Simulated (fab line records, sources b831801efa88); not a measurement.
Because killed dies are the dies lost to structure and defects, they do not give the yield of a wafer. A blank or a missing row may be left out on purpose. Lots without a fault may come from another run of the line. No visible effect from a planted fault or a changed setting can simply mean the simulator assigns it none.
fab line records + flow gf180mcu
[record]
- lots = 12
- wafers = 36
- last_day = 34
route steps=602 shown M2@367 V2@384
lots that met no fault: taken from a fault-free run of the same line
start_h: the number of hours between the record's first day and the start of the first shown wafer of the lot + wait_h: how many hours have passed since the lot's step before this one + " same as the row above + L1.1+2: a single row standing in for several wafers + - value missing, or start not given + * or withheld: withheld + < > ~ a bound
route shown NAME@n: names a module that has steps shown in the file, with the first one's number in the route + usual: the fault-free wafers' mean and standard deviation + same: alike in all rows + chamber/n: place in a boat + sites: the reading at each site + _std_site: their standard deviation + _edge_site: the outer-site mean with the inner-site mean subtracted + radius_mm: for every site, how far away it sits from the centre of the wafer + mask NAME#n: copy n + behind: tool/chamber where the wafer was last shaped + hold: cause of the lot's hold/its duration in hours/its outcome + device: whichever transistor did not switch (one of n, p or np) + end of line: the same wafers' tests at the end of the route + for a step that has no rows: nothing shown but its recipe + killed: at the first sort, the dies lost to defects and structure; wafer yield is something else + map: dies across one wafer; x = killed, . = not, _ = none there
set.NAME: the setting as run; set.NAME@STEP: as run at that earlier step + model.NAME: the simulator's own value behind a step, which no gauge read
route steps across a sampled set of lots; one table per step, one row per wafer
services: from which hour (start_h, from the record's first day; less than 0 if before it) a tool's chamber was out of use, for how many hours, and why
[[steps]]
[step GF_M2_RS_MEAS_05]
[recipe]
- thk_meas_gauge = four-point-probe
- reads = TiN_of_M2_SPUTTER_04+Ti_of_M2_SPUTTER_03+AlCu_of_M2_SPUTTER_02+TiN_of_M2_SPUTTER_01+Ti_of_M2_SPUTTER_00
[usual]
- M2_ALCU_RS = 0.0696/0.00076
| lot.wafer | tool          | chamber | start_h | wait_h | M2_ALCU_RS[ohm/sq] |
|-----------|---------------|---------|---------|--------|--------------------|
| L591.4    | film_metro-02 | -       | 427.74  | 0.1    | 0.0702             |
| L591.5    | "             | -       | "       | "      | 0.0694             |
| L591.6    | "             | -       | "       | "      | 0.0702             |
| L593.1    | film_metro-02 | -       | 452.78  | 0.0    | 0.0693             |
| L593.3    | "             | -       | "       | "      | 0.0695             |
| L593.5    | "             | -       | "       | "      | 0.0697             |
| L594.1    | film_metro-03 | -       | 465.63  | 0.0    | 0.0701             |
| L594.3    | "             | -       | "       | "      | 0.0712             |
| L594.6    | "             | -       | "       | "      | 0.0704             |
| L596.2    | film_metro-02 | -       | 474.21  | 0.0    | 0.0697             |
| L596.3    | "             | -       | "       | "      | 0.0695             |
| L596.6    | "             | -       | "       | "      | 0.0696             |
| L597.1    | film_metro-02 | -       | 488.89  | 0.0    | 0.0696             |
| L597.2    | "             | -       | "       | "      | 0.0689             |
| L597.3    | "             | -       | "       | "      | 0.0696             |
| L599.2    | film_metro-02 | -       | 501.88  | 0.0    | 0.0708             |
| L599.3    | "             | -       | "       | "      | 0.0701             |
| L599.4    | "             | -       | "       | "      | 0.0706             |
| L600.2    | film_metro-02 | -       | 512.06  | 0.0    | 0.0713             |
| L600.4    | "             | -       | "       | "      | 0.0703             |
| L600.5    | "             | -       | "       | "      | 0.0710             |
| L601.1    | film_metro-03 | -       | 517.54  | 0.0    | 0.0685             |
| L601.2    | "             | -       | "       | "      | 0.0684             |
| L601.5    | "             | -       | "       | "      | 0.0681             |
| L609.2    | film_metro-02 | -       | 583.61  | 0.1    | 0.0697             |
| L609.3    | "             | -       | "       | "      | 0.0693             |
| L609.6    | "             | -       | "       | "      | 0.0697             |
| L610.1    | film_metro-02 | -       | 586.40  | 0.1    | 0.0691             |
| L610.4    | "             | -       | "       | "      | 0.0696             |
| L610.6    | "             | -       | "       | "      | 0.0698             |
| L611.1    | film_metro-02 | -       | 601.83  | 0.0    | 0.0702             |
| L611.2    | "             | -       | "       | "      | 0.0701             |
| L611.6    | "             | -       | "       | "      | 0.0703             |
| L612.1    | film_metro-02 | -       | 613.60  | 0.1    | 0.0701             |
| L612.2    | "             | -       | "       | "      | 0.0699             |
| L612.4    | "             | -       | "       | "      | 0.0692             |
[step GF_V2_CVD_02]
[recipe]
- material = SiO2
- target_thk_nm = 850
- precursor = TEOS
- temp_c = 400
- time_s = 94.851
- rf_w = 600
[usual]
- heater_power_w = 682/95
- susceptor_temp_C = 400.03/0.21
| lot.wafer | tool     | chamber | start_h | wait_h | heater_power_w | susceptor_temp_C |
|-----------|----------|---------|---------|--------|----------------|------------------|
| L591.4    | pecvd-03 | 1       | 452.91  | 0.1    | 658            | 400.19           |
| L591.5    | "        | 0       | "       | "      | 688            | 399.83           |
| L591.6    | "        | 2       | "       | "      | 622            | 400.28           |
| L593.1    | pecvd-03 | 2       | 477.30  | 0.1    | 509            | 399.94           |
| L593.3    | "        | 0       | "       | "      | 622            | 400.10           |
| L593.5    | "        | 0       | "       | "      | 667            | 399.91           |
| L594.1    | pecvd-02 | 2       | 490.44  | 0.1    | 739            | 399.71           |
| L594.3    | "        | 0       | "       | "      | 692            | 399.80           |
| L594.6    | "        | 1       | "       | "      | 863            | 399.99           |
| L596.2    | pecvd-03 | 1       | 498.46  | 0.0    | 669            | 400.00           |
| L596.3    | "        | 0       | "       | "      | 686            | 400.10           |
| L596.6    | "        | 0       | "       | "      | 692            | 400.40           |
| L597.1    | pecvd-02 | 1       | 513.38  | 0.1    | 778            | 400.12           |
| L597.2    | "        | 0       | "       | "      | 707            | 399.78           |
| L597.3    | "        | 2       | "       | "      | 714            | 399.94           |
| L599.2    | pecvd-02 | 2       | 525.77  | 0.0    | 692            | 399.80           |
| L599.3    | "        | 0       | "       | "      | 731            | 400.18           |
| L599.4    | "        | 0       | "       | "      | 595            | 400.16           |
| L600.2    | pecvd-01 | 1       | 535.88  | 0.0    | 654            | 399.95           |
| L600.4    | "        | 2       | "       | "      | 577            | 400.33           |
| L600.5    | "        | 1       | "       | "      | 691            | 399.72           |
| L601.1    | pecvd-03 | 2       | 541.58  | 0.1    | 562            | 399.97           |
| L601.2    | "        | 0       | "       | "      | 583            | 400.10           |
| L601.5    | "        | 2       | "       | "      | 622            | 400.31           |
| L609.2    | pecvd-03 | 0       | 605.70  | 0.0    | 637            | 400.10           |
| L609.3    | "        | 1       | "       | "      | 681            | 400.03           |
| L609.6    | "        | 0       | "       | "      | 666            | 399.96           |
| L610.1    | pecvd-01 | 1       | 606.87  | 0.1    | 713            | 400.09           |
| L610.4    | "        | 1       | "       | "      | 569            | 400.25           |
| L610.6    | "        | 2       | "       | "      | 470            | 400.36           |
| L611.1    | pecvd-03 | 2       | 623.28  | 0.1    | 574            | 399.74           |
| L611.2    | "        | 0       | "       | "      | 694            | 400.36           |
| L611.6    | "        | 2       | "       | "      | 619            | 399.81           |
| L612.1    | pecvd-03 | 2       | 634.57  | 0.1    | 651            | 399.92           |
| L612.2    | "        | 1       | "       | "      | 676            | 400.76           |
| L612.4    | "        | 0       | "       | "      | 541            | 400.29           |
[step GF_V2_THK_MEAS_03]
[recipe]
- reads = SiO2_of_V2_CVD_02
[usual]
- V2_CVD_02_THK = 849/10
| lot.wafer | tool          | chamber | start_h | wait_h | V2_CVD_02_THK[nm] |
|-----------|---------------|---------|---------|--------|-------------------|
| L591.4    | film_metro-04 | -       | 452.97  | 0.0    | 867               |
| L591.5    | "             | -       | "       | "      | 853               |
| L591.6    | "             | -       | "       | "      | 846               |
| L593.1    | film_metro-03 | -       | 477.37  | 0.0    | 829               |
| L593.3    | "             | -       | "       | "      | 820               |
| L593.5    | "             | -       | "       | "      | 846               |
| L594.1    | film_metro-03 | -       | 490.51  | 0.0    | 843               |
| L594.3    | "             | -       | "       | "      | 835               |
| L594.6    | "             | -       | "       | "      | 848               |
| L596.2    | film_metro-03 | -       | 498.54  | 0.0    | 846               |
| L596.3    | "             | -       | "       | "      | 830               |
| L596.6    | "             | -       | "       | "      | 841               |
| L597.1    | film_metro-04 | -       | 513.45  | 0.0    | 841               |
| L597.2    | "             | -       | "       | "      | 847               |
| L597.3    | "             | -       | "       | "      | 836               |
| L599.2    | film_metro-03 | -       | 525.85  | 0.0    | 838               |
| L599.3    | "             | -       | "       | "      | 838               |
| L599.4    | "             | -       | "       | "      | 856               |
| L600.2    | film_metro-04 | -       | 535.96  | 0.0    | 845               |
| L600.4    | "             | -       | "       | "      | 866               |
| L600.5    | "             | -       | "       | "      | 855               |
| L601.1    | film_metro-03 | -       | 541.65  | 0.0    | 826               |
| L601.2    | "             | -       | "       | "      | 838               |
| L601.5    | "             | -       | "       | "      | 847               |
| L609.2    | film_metro-04 | -       | 605.78  | 0.0    | 837               |
| L609.3    | "             | -       | "       | "      | 846               |
| L609.6    | "             | -       | "       | "      | 850               |
| L610.1    | film_metro-04 | -       | 606.99  | 0.1    | 841               |
| L610.4    | "             | -       | "       | "      | 850               |
| L610.6    | "             | -       | "       | "      | 853               |
| L611.1    | film_metro-04 | -       | 623.52  | 0.2    | 831               |
| L611.2    | "             | -       | "       | "      | 837               |
| L611.6    | "             | -       | "       | "      | 857               |
| L612.1    | film_metro-03 | -       | 634.70  | 0.1    | 848               |
| L612.2    | "             | -       | "       | "      | 846               |
| L612.4    | "             | -       | "       | "      | 858               |
[step GF_V2_CVD_23]
[recipe]
- material = W
- target_thk_nm = 350
- time_s = 104.94
- temp_c = 400
- pressure_torr = 40
[usual]
- heater_power_w = 921/72
- susceptor_temp_C = 399.99/0.21
| lot.wafer | tool     | chamber | start_h | wait_h | heater_power_w | susceptor_temp_C |
|-----------|----------|---------|---------|--------|----------------|------------------|
| L591.4    | cvd_w-01 | 0       | 478.16  | 0.1    | 845            | 400.01           |
| L591.5    | "        | 0       | "       | "      | 835            | 399.90           |
| L591.6    | "        | 1       | "       | "      | 982            | 400.05           |
| L593.1    | cvd_w-02 | 1       | 501.98  | 0.0    | 957            | 399.80           |
| L593.3    | "        | 1       | "       | "      | 988            | 399.86           |
| L593.5    | "        | 0       | "       | "      | 837            | 399.78           |
| L594.1    | cvd_w-01 | 1       | 515.60  | 0.0    | 1013           | 399.86           |
| L594.3    | "        | 1       | "       | "      | 1002           | 399.88           |
| L594.6    | "        | 0       | "       | "      | 835            | 400.00           |
| L596.2    | cvd_w-01 | 1       | 523.30  | 0.0    | 988            | 399.77           |
| L596.3    | "        | 0       | "       | "      | 854            | 399.91           |
| L596.6    | "        | 1       | "       | "      | 1011           | 399.85           |
| L597.1    | cvd_w-02 | 1       | 537.76  | 0.0    | 987            | 399.98           |
| L597.2    | "        | 0       | "       | "      | 854            | 400.35           |
| L597.3    | "        | 0       | "       | "      | 871            | 400.22           |
| L599.2    | cvd_w-02 | 1       | 549.32  | 0.0    | 981            | 396.63           |
| L599.3    | "        | 1       | "       | "      | 969            | 396.68           |
| L599.4    | "        | 0       | "       | "      | 841            | 396.76           |
| L600.2    | cvd_w-02 | 0       | 559.40  | 0.0    | 821            | 396.87           |
| L600.4    | "        | 1       | "       | "      | 991            | 397.04           |
| L600.5    | "        | 1       | "       | "      | 938            | 396.49           |
| L601.1    | cvd_w-01 | 0       | 564.82  | 0.0    | 846            | 400.09           |
| L601.2    | "        | 1       | "       | "      | 1009           | 399.93           |
| L601.5    | "        | 1       | "       | "      | 985            | 400.35           |
| L609.2    | cvd_w-01 | 1       | 626.87  | 0.0    | 1008           | 400.20           |
| L609.3    | "        | 0       | "       | "      | 844            | 400.07           |
| L609.6    | "        | 0       | "       | "      | 842            | 399.91           |
| L610.1    | cvd_w-02 | 1       | 628.86  | 0.0    | 978            | 400.38           |
| L610.4    | "        | 0       | "       | "      | 883            | 399.71           |
| L610.6    | "        | 0       | "       | "      | 866            | 399.80           |
| L611.1    | cvd_w-02 | 0       | 644.77  | 0.0    | 854            | 400.03           |
| L611.2    | "        | 1       | "       | "      | 986            | 400.22           |
| L611.6    | "        | 1       | "       | "      | 964            | 400.13           |
| L612.1    | cvd_w-02 | 1       | 656.01  | 0.0    | 997            | 399.86           |
| L612.2    | "        | 0       | "       | "      | 853            | 399.68           |
| L612.4    | "        | 0       | "       | "      | 855            | 399.73           |
[step GF_V2_RS_MEAS_24]
[recipe]
- thk_meas_gauge = four-point-probe
- reads = W_of_V2_CVD_23+TiN_of_V2_SPUTTER_22+Ti_of_V2_SPUTTER_21
[usual]
- V2_W_RS = 0.327/0.0031
| lot.wafer | tool          | chamber | start_h | wait_h | V2_W_RS[ohm/sq] |
|-----------|---------------|---------|---------|--------|-----------------|
| L591.4    | film_metro-04 | -       | 478.30  | 0.1    | 0.334           |
| L591.5    | "             | -       | "       | "      | 0.332           |
| L591.6    | "             | -       | "       | "      | 0.333           |
| L593.1    | film_metro-03 | -       | 502.09  | 0.1    | 0.324           |
| L593.3    | "             | -       | "       | "      | 0.327           |
| L593.5    | "             | -       | "       | "      | 0.329           |
| L594.1    | film_metro-04 | -       | 515.71  | 0.1    | 0.327           |
| L594.3    | "             | -       | "       | "      | 0.328           |
| L594.6    | "             | -       | "       | "      | 0.327           |
| L596.2    | film_metro-03 | -       | 523.44  | 0.1    | 0.323           |
| L596.3    | "             | -       | "       | "      | 0.325           |
| L596.6    | "             | -       | "       | "      | 0.325           |
| L597.1    | film_metro-03 | -       | 537.87  | 0.1    | 0.329           |
| L597.2    | "             | -       | "       | "      | 0.327           |
| L597.3    | "             | -       | "       | "      | 0.326           |
| L599.2    | film_metro-04 | -       | 549.45  | 0.1    | 0.351           |
| L599.3    | "             | -       | "       | "      | 0.351           |
| L599.4    | "             | -       | "       | "      | 0.350           |
| L600.2    | film_metro-04 | -       | 559.54  | 0.1    | 0.348           |
| L600.4    | "             | -       | "       | "      | 0.350           |
| L600.5    | "             | -       | "       | "      | 0.347           |
| L601.1    | film_metro-03 | -       | 564.97  | 0.1    | 0.325           |
| L601.2    | "             | -       | "       | "      | 0.325           |
| L601.5    | "             | -       | "       | "      | 0.327           |
| L609.2    | film_metro-04 | -       | 627.00  | 0.1    | 0.329           |
| L609.3    | "             | -       | "       | "      | 0.324           |
| L609.6    | "             | -       | "       | "      | 0.329           |
| L610.1    | film_metro-03 | -       | 628.97  | 0.1    | 0.322           |
| L610.4    | "             | -       | "       | "      | 0.325           |
| L610.6    | "             | -       | "       | "      | 0.323           |
| L611.1    | film_metro-04 | -       | 644.88  | 0.1    | 0.323           |
| L611.2    | "             | -       | "       | "      | 0.325           |
| L611.6    | "             | -       | "       | "      | 0.326           |
| L612.1    | film_metro-03 | -       | 656.12  | 0.1    | 0.330           |
| L612.2    | "             | -       | "       | "      | 0.331           |
| L612.4    | "             | -       | "       | "      | 0.329           |
[step GF_V2_THK_MEAS_25]
[recipe]
- thk_meas_gauge = xrf
- reads = W_of_V2_CVD_23
[usual]
- V2_W_THK = 353/4
| lot.wafer | tool          | chamber | start_h | wait_h | V2_W_THK[nm] |
|-----------|---------------|---------|---------|--------|--------------|
| L591.4    | film_metro-04 | -       | 478.39  | 0.1    | 349          |
| L591.5    | "             | -       | "       | "      | 352          |
| L591.6    | "             | -       | "       | "      | 350          |
| L593.1    | film_metro-03 | -       | 502.21  | 0.1    | 357          |
| L593.3    | "             | -       | "       | "      | 355          |
| L593.5    | "             | -       | "       | "      | 353          |
| L594.1    | film_metro-04 | -       | 515.83  | 0.1    | 356          |
| L594.3    | "             | -       | "       | "      | 353          |
| L594.6    | "             | -       | "       | "      | 354          |
| L596.2    | film_metro-03 | -       | 523.55  | 0.1    | 358          |
| L596.3    | "             | -       | "       | "      | 356          |
| L596.6    | "             | -       | "       | "      | 356          |
| L597.1    | film_metro-03 | -       | 537.99  | 0.1    | 351          |
| L597.2    | "             | -       | "       | "      | 350          |
| L597.3    | "             | -       | "       | "      | 354          |
| L599.2    | film_metro-04 | -       | 549.56  | 0.1    | 328          |
| L599.3    | "             | -       | "       | "      | 327          |
| L599.4    | "             | -       | "       | "      | 330          |
| L600.2    | film_metro-04 | -       | 559.65  | 0.1    | 334          |
| L600.4    | "             | -       | "       | "      | 328          |
| L600.5    | "             | -       | "       | "      | 333          |
| L601.1    | film_metro-03 | -       | 565.09  | 0.1    | 357          |
| L601.2    | "             | -       | "       | "      | 357          |
| L601.5    | "             | -       | "       | "      | 355          |
| L609.2    | film_metro-04 | -       | 627.11  | 0.1    | 346          |
| L609.3    | "             | -       | "       | "      | 348          |
| L609.6    | "             | -       | "       | "      | 346          |
| L610.1    | film_metro-03 | -       | 629.09  | 0.1    | 359          |
| L610.4    | "             | -       | "       | "      | 355          |
| L610.6    | "             | -       | "       | "      | 359          |
| L611.1    | film_metro-04 | -       | 645.00  | 0.1    | 351          |
| L611.2    | "             | -       | "       | "      | 351          |
| L611.6    | "             | -       | "       | "      | 349          |
| L612.1    | film_metro-03 | -       | 656.24  | 0.1    | 349          |
| L612.2    | "             | -       | "       | "      | 350          |
| L612.4    | "             | -       | "       | "      | 350          |
[[services]]
| tool     | chamber | start_h | hours | kind       |
|----------|---------|---------|-------|------------|
| cvd_w-01 | 1       | 443.44  | 13.0  | repair     |
| cvd_w-01 | -       | 448.14  | 4.3   | pm         |
| pecvd-02 | -       | 460.62  | 5.8   | repair     |
| cvd_w-01 | -       | 478.47  | 0.5   | repair     |
| cvd_w-02 | -       | 479.13  | 6.0   | pm         |
| pecvd-03 | 1       | 482.05  | 16.4  | repair     |
| pecvd-02 | -       | 484.41  | 3.2   | repair     |
| pecvd-03 | -       | 504.92  | 5.5   | pm         |
| pecvd-03 | 2       | 511.89  | 14.4  | repair     |
| pecvd-03 | -       | 515.39  | 0.5   | repair     |
| pecvd-03 | -       | 591.12  | 14.0  | pm         |
| pecvd-03 | 0       | 591.12  | 14.0  | vent_cycle |
| pecvd-03 | 1       | 591.12  | 14.0  | vent_cycle |
| pecvd-03 | 2       | 591.12  | 14.0  | vent_cycle |
| cvd_w-01 | -       | 604.31  | 14.6  | pm         |
| pecvd-03 | -       | 604.75  | 0.4   | repair     |
| pecvd-03 | 0       | 605.12  | -     | clean      |
| pecvd-03 | 1       | 605.12  | -     | clean      |
| pecvd-03 | 2       | 605.12  | -     | clean      |
| pecvd-01 | -       | 615.35  | 2.4   | repair     |
| cvd_w-01 | -       | 650.22  | 0.9   | repair     |
| cvd_w-01 | -       | 651.87  | 1.1   | repair     |
[[key]]
[first_sign]
- step = GF_V2_CVD_23
- reading = susceptor_temp_C
- direction = down
- sigmas = 15
- usual = *
- struck = *
[effect]
- step = GF_V2_RS_MEAS_24
- reading = V2_W_RS
- direction = up
- sigmas = 7.2
- usual = 0.327
- struck = 0.350
[effect]
- step = GF_V2_THK_MEAS_25
- reading = V2_W_THK
- direction = down
- sigmas = 5.8
- usual = 353
- struck = 330
met_at GF_V2_CVD_23
struck_lots L599,L600
not_acting_at GF_M2_RS_MEAS_05,GF_V2_CVD_02,GF_V2_THK_MEAS_03
onset_between 537.76 549.32
[fault]
- kind = process_parameter_drift
- tool = cvd_w-02
- chamber = -
- onset_h = 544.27
- steps = GF_V2_CVD_23
- channel = temp_c
- offset = *
- shape = step
- end_h = 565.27
- acts_in = *
- stated = *
